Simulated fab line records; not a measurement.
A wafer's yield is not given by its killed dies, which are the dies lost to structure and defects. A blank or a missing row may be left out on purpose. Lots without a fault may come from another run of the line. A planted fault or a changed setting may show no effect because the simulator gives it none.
Which tool is to blame? / flow gf180mcu / 10 lots, 30 wafers sampled, at 6 steps of a route of 602

## WHAT THE GAUGES SHOWED, per wafer
GF_STI_THK_MEAS_24. Usual: STI_CVD_23_THK gives 646 nm (standard deviation 8.6).
lot=L804; measured=day 2 06:25; on=film metro-03; STI_CVD_23_THK (nm)=648 640 650; flag=
lot=L805; measured=day 2 10:20; on=film metro-04; STI_CVD_23_THK (nm)=652 652 644; flag=
lot=L806; measured=day 2 16:10; on=film metro-03; STI_CVD_23_THK (nm)=626 644 632; flag=
lot=L808; measured=day 3 02:16; on=film metro-02; STI_CVD_23_THK (nm)=647 661 649; flag=
lot=L812; measured=day 3 21:56; on=film metro-04; STI_CVD_23_THK (nm)=372 370 354 372 370 354; flag=OFF
lot=L813; measured=day 4 02:20; on=film metro-02; STI_CVD_23_THK (nm)=352 384 371 352 384 370; flag=OFF
lot=L817; measured=day 4 22:05; on=film metro-02; STI_CVD_23_THK (nm)=639 651 643; flag=
lot=L818; measured=day 5 03:34; on=film metro-03; STI_CVD_23_THK (nm)=650 647 656; flag=
lot=L821; measured=day 5 18:47; on=film metro-04; STI_CVD_23_THK (nm)=637 641 631; flag=
lot=L827; measured=day 7 02:26; on=film metro-04; STI_CVD_23_THK (nm)=631 639 641; flag=

GF_SALICIDE_THK_MEAS_05: measures by xrf. Usual: SALICIDE_TIN_THK gives 19.94 nm (standard deviation 0.29).
lot=L804; measured=day 15 06:17; on=film metro-03; SALICIDE_TIN_THK (nm)=19.80 19.98 19.79; flag=
lot=L805; measured=day 15 13:26; on=film metro-03; SALICIDE_TIN_THK (nm)=19.78 19.92 20.25; flag=
lot=L806; measured=day 16 01:19; on=film metro-03; SALICIDE_TIN_THK (nm)=19.91 19.73 20.04; flag=
lot=L808; measured=day 16 14:58; on=film metro-01; SALICIDE_TIN_THK (nm)=19.69 19.96 19.56; flag=
lot=L817; measured=day 19 22:52; on=film metro-03; SALICIDE_TIN_THK (nm)=19.96 19.68 20.05; flag=
lot=L818; measured=day 20 06:16; on=film metro-01; SALICIDE_TIN_THK (nm)=20.04 19.67 20.32; flag=
lot=L821; measured=day 21 15:00; on=film metro-01; SALICIDE_TIN_THK (nm)=19.74 19.74 19.45; flag=
lot=L827; measured=day 23 07:55; on=film metro-03; SALICIDE_TIN_THK (nm)=19.99 19.97 19.99; flag=

GF_M1_RS_MEAS_05: the measuring method here is four-point-probe. Usual: M1_ALCU_RS gives 0.0693 ohm/sq (standard deviation 0.00082).
lot=L804; measured=day 16 06:38; on=film metro-04; M1_ALCU_RS (ohm/sq)=0.0695 0.0691 0.0698; flag=
lot=L805; measured=day 16 13:47; on=film metro-01; M1_ALCU_RS (ohm/sq)=0.0683 0.0686 0.0685; flag=
lot=L806; measured=day 17 02:13; on=film metro-01; M1_ALCU_RS (ohm/sq)=0.0702 0.0690 0.0687; flag=
lot=L808; measured=day 17 16:31; on=film metro-03; M1_ALCU_RS (ohm/sq)=0.0688 0.0694 0.0694; flag=
lot=L817; measured=day 21 01:34; on=film metro-01; M1_ALCU_RS (ohm/sq)=0.0714 0.0694 0.0700; flag=
lot=L818; measured=day 21 09:23; on=film metro-03; M1_ALCU_RS (ohm/sq)=0.0700 0.0694 0.0701; flag=
lot=L821; measured=day 22 16:41; on=film metro-03; M1_ALCU_RS (ohm/sq)=0.0699 0.0700 0.0687; flag=
lot=L827; measured=day 24 08:40; on=film metro-01; M1_ALCU_RS (ohm/sq)=0.0699 0.0708 0.0706; flag=

## WHICH TOOL RAN EACH LOT (tool, then ch and the chambers of the sampled wafers, then the start)
lot=L804; GF_STI_CVD_23=hdpcvd-02 ch 0,2, day 2 06:20; GF_STI_CMP_25=cmp-02 ch 0,2,3, day 2 06:31; GF_M1_SPUTTER_02=pvd sputter-04, day 16 06:32
lot=L805; GF_STI_CVD_23=hdpcvd-01 ch 0,1, day 2 10:16; GF_STI_CMP_25=cmp-01 ch 1,2,3, day 2 10:29; GF_M1_SPUTTER_02=pvd sputter-03, day 16 13:41
lot=L806; GF_STI_CVD_23=hdpcvd-01 ch 0,2, day 2 16:06; GF_STI_CMP_25=cmp-02 ch 1,2,3, day 2 16:28; GF_M1_SPUTTER_02=pvd sputter-02, day 17 02:08
lot=L808; GF_STI_CVD_23=hdpcvd-02 ch 0,1, day 3 02:11; GF_STI_CMP_25=cmp-02 ch 0,1,2, day 3 02:20; GF_M1_SPUTTER_02=pvd sputter-04, day 17 16:26
lot=L812; GF_STI_CVD_23=hdpcvd-01 ch 0,1,2, day 3 21:52; GF_STI_CMP_25=cmp-02 ch 0,1, day 4 07:37; GF_M1_SPUTTER_02=-
lot=L813; GF_STI_CVD_23=hdpcvd-01 ch 0,1,2, day 4 02:16; GF_STI_CMP_25=cmp-01 ch 0,2,3, day 4 08:58; GF_M1_SPUTTER_02=-
lot=L817; GF_STI_CVD_23=hdpcvd-02 ch 0,1,2, day 4 22:01; GF_STI_CMP_25=cmp-02 ch 0,1,2, day 4 22:12; GF_M1_SPUTTER_02=pvd sputter-04, day 21 01:28
lot=L818; GF_STI_CVD_23=hdpcvd-02 ch 0,2, day 5 03:28; GF_STI_CMP_25=cmp-02 ch 0,3, day 5 03:40; GF_M1_SPUTTER_02=pvd sputter-02, day 21 09:17
lot=L821; GF_STI_CVD_23=hdpcvd-02 ch 1,2, day 5 18:42; GF_STI_CMP_25=cmp-01 ch 0,2, day 5 18:53; GF_M1_SPUTTER_02=pvd sputter-04, day 22 16:35
lot=L827; GF_STI_CVD_23=hdpcvd-02 ch 1,2, day 7 02:22; GF_STI_CMP_25=cmp-01 ch 1,2,3, day 7 02:40; GF_M1_SPUTTER_02=pvd sputter-04, day 24 08:34
- GF_STI_CVD_23: deposits SiO2, target thk 650 nm, time 108.3 s.
- GF_STI_CMP_25: polishes, stops on Si3N4, t overpolish 33 s, target thk 524.6 nm.
- GF_M1_SPUTTER_02: material AlCu, target thk 450 nm, time 23.9 s.

## WHAT THE TOOLS THEMSELVES READ (means of the sampled wafers that have a number; where no wafer has one, the mark that the record gives instead)
GF_STI_CMP_25. Usual: head pressure psi 4.001 psi, standard deviation 0.0096; motor current A 11.8 A, standard deviation 0.92; slurry filter dp kPa 13.50 kPa, standard deviation 0.14; time to endpoint s 123 s, standard deviation 6.6.
lot=L804; tool=cmp-02; head pressure psi (psi)=4.001; motor current A (A)=12.6; slurry filter dp kPa (kPa)=13.42; time to endpoint s (s)=133; flag=
lot=L805; tool=cmp-01; head pressure psi (psi)=4.002; motor current A (A)=11.8; slurry filter dp kPa (kPa)=13.46; time to endpoint s (s)=126; flag=
lot=L806; tool=cmp-02; head pressure psi (psi)=4.007; motor current A (A)=11.7; slurry filter dp kPa (kPa)=13.44; time to endpoint s (s)=124; flag=
lot=L808; tool=cmp-02; head pressure psi (psi)=3.997; motor current A (A)=11.7; slurry filter dp kPa (kPa)=13.59; time to endpoint s (s)=133; flag=
lot=L812; tool=cmp-02; head pressure psi (psi)=3.994; motor current A (A)=11.8; slurry filter dp kPa (kPa)=13.56; time to endpoint s (s)=73; flag=OFF
lot=L813; tool=cmp-01; head pressure psi (psi)=4.000; motor current A (A)=11.8; slurry filter dp kPa (kPa)=13.53; time to endpoint s (s)=65; flag=OFF
lot=L817; tool=cmp-02; head pressure psi (psi)=4.001; motor current A (A)=11.6; slurry filter dp kPa (kPa)=13.47; time to endpoint s (s)=128; flag=
lot=L818; tool=cmp-02; head pressure psi (psi)=3.999; motor current A (A)=12.4; slurry filter dp kPa (kPa)=13.65; time to endpoint s (s)=123; flag=
lot=L821; tool=cmp-01; head pressure psi (psi)=4.008; motor current A (A)=11.5; slurry filter dp kPa (kPa)=13.58; time to endpoint s (s)=114; flag=
lot=L827; tool=cmp-01; head pressure psi (psi)=4.005; motor current A (A)=12.2; slurry filter dp kPa (kPa)=13.55; time to endpoint s (s)=118; flag=

GF_M1_SPUTTER_02. Usual: throttle valve pct at 29.3 %, with a standard deviation of 0.99.
lot=L804; tool=pvd sputter-04; throttle valve pct (%)=29.1; flag=
lot=L805; tool=pvd sputter-03; throttle valve pct (%)=29.7; flag=
lot=L806; tool=pvd sputter-02; throttle valve pct (%)=29.7; flag=
lot=L808; tool=pvd sputter-04; throttle valve pct (%)=28.9; flag=
lot=L817; tool=pvd sputter-04; throttle valve pct (%)=29.2; flag=
lot=L818; tool=pvd sputter-02; throttle valve pct (%)=29.5; flag=
lot=L821; tool=pvd sputter-04; throttle valve pct (%)=29.2; flag=
lot=L827; tool=pvd sputter-04; throttle valve pct (%)=30.2; flag=

## THE ANSWER, worked out from the rows above alone
Rule: lot off if the mean of its wafers having a number is beyond 3 standard deviations from the usual mean. A lot without any number at a reading at which 4 lots or more have one is off too. Where the step has rows for the other lots, those lots are counted as sound. After the gauges, taken in route order, come the tools' own readings; for these a lot's mean is taken, as printed above. At the first step where some lot is off, the reading lying furthest off is the one used; lots without a number count as furthest.
Off: L812, L813, seen at GF_STI_THK_MEAS_24 (STI_CVD_23_THK).
A tool fits if, at a process step before that reading, it ran every lot that is off, and no sound lot after the first of them. The gauges at GF_STI_THK_MEAS_24 aren't tried: what is off there is off at GF_STI_CMP_25 too, on other tools, and a gauge's error can't cause that. One candidate fits, namely hdpcvd-01 at GF_STI_CVD_23. A fault onset in the window from L806 (day 2 16:06, its last sound lot) to L812 (day 3 21:52, its first lot off) fits.

## WHAT THE SIMULATOR HAD INSERTED
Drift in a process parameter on hdpcvd-01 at GF_STI_CVD_23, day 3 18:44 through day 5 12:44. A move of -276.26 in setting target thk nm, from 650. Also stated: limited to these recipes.
Lots struck among those shown: L812, L813. The same result came from the rule above.
